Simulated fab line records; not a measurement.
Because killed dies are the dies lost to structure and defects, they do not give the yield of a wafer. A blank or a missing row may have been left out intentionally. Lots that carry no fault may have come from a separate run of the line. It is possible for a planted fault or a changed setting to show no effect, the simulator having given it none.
A struck lot beside a sound one + flow sky130 + 35 steps out of a route of 708
Sound: wafers L695.2, L695.3, L695.6. Struck: wafer L706.5 (L706.1, L706.6, from the same lot, were not struck and are left out); the cause is given at the end.
Per side, at each step with rows, come the tool, then ch with its chambers, and then its first start. Under that, the readings that differ: sound wafers + struck wafers + difference of the means + sigmas: that difference in standard deviations of wafers without a fault.
alike: readings with means less than 2 such deviations apart, plus words and numbers identical on both sides. not compared: withheld readings, readings lacking a value on some wafer, bounds such as >300 that could conceal the same value, and numbers that have no deviation in the record and whose values overlap.
Wherever a step has rows on one side only, a row that says differs or no value, or a row with sigmas, the two part there. Numbers that don't overlap but have no deviation are shown without sigmas and don't part them. A reading that every wafer of one side lacks parts them only if that side has two wafers or more.

first, 4 steps without rows for these wafers: SKY_METAL5_SOFTBAKE_10 (time 60 s); SKY_METAL5_EXPOSE_11 (exposes mask MM5, target cd 1600 nm); SKY_METAL5_PEB_12; SKY_METAL5_DEVELOP_13 (develop time 60 s).
SKY_METAL5_DESCUM_14: chemistry O2, time 11 s.
  sound on rie metal-04 ch 0, day 43 18:40; struck on rie metal-04 ch 1, day 46 15:10
  alike: drypump motor current A, oes product au
  not compared: rf hours counter h
SKY_METAL5_METAL_ETCH_15: etches the open film in Cl2/BCl3, stops on SiO2, target depth 1260 nm, time 252 s.
  sound on rie metal-04 ch 0, day 43 18:48; struck on rie metal-04 ch 1, day 46 15:14
| reading                | sound                | struck | difference | sigmas |
|------------------------|----------------------|--------|------------|--------|
| throttle valve pct (%) | 22.263 22.282 22.283 | 22.252 | -0.024     | -3     |
  alike: drypump motor current A, oes product au
  not compared: rf hours counter h
SKY_METAL5_STRIP_16: strips in O2/N2.
  sound on plasma asher-04 ch 0,1, day 43 19:11; struck on plasma asher-04 ch 1, day 46 15:43
| reading                     | sound       | struck | difference | sigmas |
|-----------------------------|-------------|--------|------------|--------|
| drypump motor current A (A) | 6.7 6.7 5.0 | 5.0    | -1.1       | -2     |
  alike: n2 flow sccm, oes product au, strip time to endpoint s
  not compared: rf hours counter h
then, 3 steps without rows for these wafers: SKY_METAL5_STRIP_17 (strips in post etch residue remover, time 1200 s); SKY_METAL5_CLEAN_18 (cleans in IPA, time 180 s); SKY_METAL5_CLEAN_19 (cleans in O3/DIW).
SKY_PASSIVATION_CVD_00: deposits SiO2, target thk 90 nm.
  sound on pecvd-02 ch 0,1,2, day 43 19:50; struck on pecvd-02 ch 0, day 46 16:18
  alike: heater power w
SKY_PASSIVATION_THK_MEAS_01:
  sound on film metro-01, day 43 19:52; struck on film metro-03, day 46 16:19
| reading                     | sound          | struck | difference | sigmas |
|-----------------------------|----------------|--------|------------|--------|
| PASSIVATION_CVD_00_THK (nm) | 89.1 88.9 93.3 | 87.2   | -3.2       | -2     |
SKY_PASSIVATION_CVD_02: deposits Si3N4, target thk 540 nm.
  sound on pecvd-03 ch 0,1,2, day 43 19:55; struck on pecvd-03 ch 2, day 46 16:23
| reading                                       | sound             | struck | difference | sigmas |
|-----------------------------------------------|-------------------|--------|------------|--------|
| model.Si3N4_of_PASSIVATION_CVD_02.thk nm (nm) | 539.5 537.6 548.4 | 383    | -159       |        |
  alike: heater power w
SKY_PASSIVATION_THK_MEAS_03:
  sound on film metro-03, day 43 20:10; struck on film metro-04, day 46 16:37
| reading                     | sound       | struck | difference | sigmas |
|-----------------------------|-------------|--------|------------|--------|
| PASSIVATION_CVD_02_THK (nm) | 540 538 548 | 383    | -159       | -20    |
then, 7 steps without rows for these wafers: SKY_PASSIVATION_DEHYDRATE_04 (time 60 s); SKY_PASSIVATION_HMDS_05 (prime time 60 s); SKY_PASSIVATION_COAT_06 (resist thk 3000 nm); SKY_PASSIVATION_SOFTBAKE_07; SKY_PASSIVATION_EXPOSE_08 (exposes mask NSM, target cd 3000 nm); SKY_PASSIVATION_PEB_09; SKY_PASSIVATION_DEVELOP_10 (develop time 60 s).
SKY_PASSIVATION_ETCH_11: etches the open film in CF4/O2, stops on AlCu, target depth 725 nm, time 161.1 s.
  sound on rie diel-01 ch 0,1,3, day 44 16:55; struck on rie diel-01 ch 0, day 47 13:23
| reading                                 | sound             | struck | difference | sigmas |
|-----------------------------------------|-------------------|--------|------------|--------|
| oes product au (a.u.)                   | 0.979 0.979 0.989 | 0.846  | -0.136     | -19    |
| throttle valve pct (%)                  | 5.952 5.973 5.971 | 5.925  | -0.040     | -4     |
| model.PASSIVATION.feature depth nm (nm) | 703.6 702.6 716.9 | 545.8  | -161.9     |        |
| model.etch.depth nm (nm)                | 703.6 702.6 716.9 | 545.8  | -161.9     |        |
  alike: drypump motor current A
  not compared: rf hours counter h
SKY_PASSIVATION_STRIP_12: strips in O2/N2.
  sound on plasma asher-01 ch 0,1, day 44 17:02; struck on plasma asher-02 ch 0, day 47 13:29
  alike: drypump motor current A, n2 flow sccm, oes product au, strip time to endpoint s
  not compared: rf hours counter h
then, 7 steps without rows for these wafers: SKY_PAD_OPEN_DEHYDRATE_00 (time 60 s); SKY_PAD_OPEN_HMDS_01 (prime time 60 s); SKY_PAD_OPEN_COAT_02 (resist thk 3000 nm); SKY_PAD_OPEN_SOFTBAKE_03; SKY_PAD_OPEN_EXPOSE_04 (exposes mask PDM, target cd 60000 nm); SKY_PAD_OPEN_PEB_05; SKY_PAD_OPEN_DEVELOP_06 (develop time 60 s).
SKY_PAD_OPEN_ETCH_07: etches the open film in CF4/O2, stops on AlCu, target depth 725 nm, time 161.1 s.
  sound on rie diel-01 ch 0,1,2, day 45 14:46; struck on rie diel-04 ch 1, day 48 08:26
| reading                              | sound             | struck | difference | sigmas |
|--------------------------------------|-------------------|--------|------------|--------|
| drypump motor current A (A)          | 5.9 6.5 6.0       | 5.3    | -0.8       | -2     |
| oes product au (a.u.)                | 0.974 0.986 0.975 | 0.843  | -0.135     | -17    |
| throttle valve pct (%)               | 5.961 5.962 5.980 | 5.933  | -0.035     | -4     |
| model.PAD_OPEN.feature depth nm (nm) | 703.6 702.6 713.5 | 545.8  | -160.8     |        |
| model.etch.depth nm (nm)             | 703.6 702.6 713.5 | 545.8  | -160.8     |        |
  not compared: rf hours counter h
then, 1 step without rows for these wafers: SKY_PAD_OPEN_STRIP_08 (strips in O2/N2).
SKY_PAD_OPEN_STRIP_09: strips in post etch residue remover, time 1200 s.
  sound on wet bench-03 ch 1, day 45 14:58; struck on wet bench-03 ch 0, day 48 08:38
| reading                                       | sound           | struck | difference | sigmas |
|-----------------------------------------------|-----------------|--------|------------|--------|
| model.Si3N4_of_PASSIVATION_CVD_02.thk nm (nm) | 539.2 537.2 548 | 382.6  | -158.9     |        |
then, 1 step without rows for these wafers: SKY_PAD_OPEN_CLEAN_10 (cleans in IPA, time 180 s).
SKY_PAD_OPEN_PROBE_99:
  sound on prober-02, day 45 17:13; struck on prober-02, day 48 11:03
| reading         | sound | struck | difference | sigmas |
|-----------------|-------|--------|------------|--------|
| killed_at_M4_up | 2 3   | 6      | +4         | +2     |
  alike: defect limited yield, killed_at_M0_to_M3, killed at contacts, killed at front end, killed at other, killed dies, killed open, killed short, sort_bin_3_pad_short, sort_bin_5_function, sort_bin_6_memory, sort n pass, sort yield pct

## WHERE THEY PART
Last at SKY_PAD_OPEN_PROBE_99 as far as this record goes, first at SKY_METAL5_METAL_ETCH_15.

WHY: the cause the simulator had injected
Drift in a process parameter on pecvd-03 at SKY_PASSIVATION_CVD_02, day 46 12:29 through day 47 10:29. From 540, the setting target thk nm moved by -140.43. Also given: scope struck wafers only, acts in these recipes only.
